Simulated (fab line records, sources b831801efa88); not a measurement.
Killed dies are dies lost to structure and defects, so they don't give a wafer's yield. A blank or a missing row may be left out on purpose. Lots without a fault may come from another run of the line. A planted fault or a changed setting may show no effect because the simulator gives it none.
Which tool did it? | flow sky130 | 11 lots, 33 wafers sampled, at 5 steps of a route of 708

WHAT THE GAUGES READ, wafer by wafer
SKY_NWELL_THK_MEAS_02. Usual: NWELL_OXIDATION_THK 10.12 nm, standard deviation 0.15.
lot  | measured    | on            | NWELL_OXIDATION_THK (nm) | flag
L880 | day 2 17:07 | film_metro-02 | 10.19 9.89 9.94          |
L881 | day 3 00:11 | film_metro-04 | 9.89 9.95 9.79           |
L886 | day 4 14:29 | film_metro-04 | 10.11 10.11 10.22        |
L889 | day 4 20:32 | film_metro-03 | 10.19 10.15 10.23        |
L891 | day 5 07:04 | film_metro-04 | 10.31 10.13 10.28        |
L893 | day 5 15:02 | film_metro-02 | 9.93 10.11 10.07         |
L896 | day 6 05:26 | film_metro-02 | 10.13 9.91 10.27         |
L897 | day 6 10:29 | film_metro-03 | 10.04 10.06 10.16        |
L898 | day 6 13:35 | film_metro-03 | 9.90 9.87 9.81           |
L901 | day 7 09:17 | film_metro-04 | 10.25 10.26 10.33        |
L902 | day 7 12:16 | film_metro-03 | 9.82 9.91 9.88           |

SKY_NWELL_TW_MEAS_15. Usual: NWELL_TW 1832, standard deviation 13.
lot  | measured     | on            | NWELL_TW       | flag
L880 | day 4 16:26  | film_metro-03 | 1810 1818 1819 |
L881 | day 4 22:55  | film_metro-02 | 1847 1842 1848 |
L886 | day 6 23:36  | film_metro-02 | 1818 1816 1820 |
L889 | day 7 04:38  | film_metro-02 | 2305 2297 2289 | OFF
L891 | day 7 15:32  | film_metro-03 | 2266 2252 2259 | OFF
L893 | day 7 22:40  | film_metro-02 | 1848 1843 1857 |
L896 | day 8 16:40  | film_metro-02 | 1831 1831 1841 |
L897 | day 8 22:16  | film_metro-03 | 1817 1837 1828 |
L898 | day 9 00:09  | film_metro-04 | 1826 1825 1825 |
L901 | day 9 23:28  | film_metro-04 | 1835 1832 1838 |
L902 | day 10 03:40 | film_metro-04 | 1829 1834 1835 |

SKY_NWELL_RS_MEAS_29: measures by four-point-probe. Usual: NWELL_RS 625.0 ohm/sq, standard deviation 1.6.
lot  | measured     | on            | NWELL_RS (ohm/sq) | flag
L880 | day 5 10:35  | film_metro-02 | 626.5 625.9 626.1 |
L881 | day 5 16:47  | film_metro-04 | 622.3 626.3 623.5 |
L886 | day 7 18:22  | film_metro-02 | 627.8 628.2 628.0 |
L889 | day 7 22:34  | film_metro-04 | 429.4 429.1 429.9 | OFF
L891 | day 8 11:55  | film_metro-03 | 430.6 430.1 430.4 | OFF
L893 | day 8 20:46  | film_metro-02 | 624.6 625.1 621.3 |
L896 | day 9 13:46  | film_metro-02 | 625.5 625.7 627.1 |
L897 | day 9 20:47  | film_metro-03 | 625.2 625.7 627.1 |
L898 | day 9 23:02  | film_metro-02 | 625.2 623.4 621.4 |
L901 | day 10 22:34 | film_metro-02 | 622.6 624.1 624.1 |
L902 | day 11 02:59 | film_metro-04 | 626.1 625.3 626.7 |

SKY_SONOS_TUNNEL_OVL_MEAS_08. Usual: SONOS_TUNNEL_OVL 2.1 nm, standard deviation 1.6.
lot  | measured     | on         | SONOS_TUNNEL_OVL (nm) | flag
L880 | day 11 10:37 | overlay-01 | 0.7 1.8 -0.9          |
L881 | day 11 18:41 | overlay-01 | -0.2 2.1 3.1          |
L886 | day 14 12:44 | overlay-02 | 3.1 3.7 2.5           |
L889 | day 14 19:44 | overlay-02 | 1.9 1.4 0.4           |
L891 | day 15 11:29 | overlay-02 | 3.9 2.5 2.6           |
L893 | day 15 23:50 | overlay-02 | -0.4 1.3 1.3          |
L896 | day 16 20:50 | overlay-01 | 3.0 -0.4 0.3          |
L897 | day 17 06:38 | overlay-01 | 3.0 5.7 2.7           |
L898 | day 17 10:14 | overlay-01 | 3.4 2.4 3.6           |
L901 | day 18 15:34 | overlay-02 | 2.6 2.1 1.5           |
L902 | day 18 21:56 | overlay-02 | 3.7 4.6 5.3           |

WHICH TOOL RAN EACH LOT (tool, then ch and the chambers of the sampled wafers, then the start)
lot  | SKY_NWELL_IMPLANT_11
L880 | implanter-01 ch 0, day 4 15:53
L881 | implanter-03 ch 0, day 4 22:22
L886 | implanter-01 ch 0, day 6 23:03
L889 | implanter-03 ch 0, day 7 03:48
L891 | implanter-01 ch 0, day 7 14:40
L893 | implanter-03 ch 0, day 7 22:07
L896 | implanter-04 ch 0, day 8 16:07
L897 | implanter-04 ch 0, day 8 21:43
L898 | implanter-03 ch 0, day 8 23:36
L901 | implanter-01 ch 0, day 9 22:55
L902 | implanter-03 ch 0, day 10 03:07
- SKY_NWELL_IMPLANT_11

WHAT THE TOOLS THEMSELVES READ (means of the sampled wafers that have a number; where no wafer has one, the mark that the record gives instead)
SKY_NWELL_IMPLANT_11. Usual: dose_ions_cm2 1.8998e+13, standard deviation 1.9e+10; end_station_pressure_torr 5e-06 Torr, standard deviation 3.1e-07.
lot  | tool         | dose_ions_cm2 | end_station_pressure_torr (Torr) | flag
L880 | implanter-01 | 1.8977e+13    | 5e-06                            |
L881 | implanter-03 | 1.9007e+13    | 5e-06                            |
L886 | implanter-01 | 1.9002e+13    | 5e-06                            |
L889 | implanter-03 | 1.9013e+13    | 5e-06                            |
L891 | implanter-01 | 1.9009e+13    | 5e-06                            |
L893 | implanter-03 | 1.8991e+13    | 5e-06                            |
L896 | implanter-04 | 1.8994e+13    | 5e-06                            |
L897 | implanter-04 | 1.8990e+13    | 5e-06                            |
L898 | implanter-03 | 1.9007e+13    | 5e-06                            |
L901 | implanter-01 | 1.9012e+13    | 5e-06                            |
L902 | implanter-03 | 1.8985e+13    | 5e-06                            |

THE ANSWER, worked out from the rows above alone
Rule: a lot is off if the mean of its wafers that have a number lies more than 3 standard deviations from the usual mean. A lot without any number at a reading at which 4 lots or more have one is off too. The other lots that the step has rows for count as sound. The gauges are gone through in route order, then the tools' own readings, and for those a lot's mean is taken as printed above. The first step at which some lot is off is used, and at that step the reading that is off furthest; a lot without a number counts as furthest.
Off: L889, L891, at SKY_NWELL_TW_MEAS_15 (NWELL_TW).
A tool fits if, at a process step before that reading, it ran every lot that is off, and no sound lot after the first of them. The gauges at SKY_NWELL_TW_MEAS_15 are tried like those tools. None of those tried fits.

WHAT THE SIMULATOR HAD PUT IN
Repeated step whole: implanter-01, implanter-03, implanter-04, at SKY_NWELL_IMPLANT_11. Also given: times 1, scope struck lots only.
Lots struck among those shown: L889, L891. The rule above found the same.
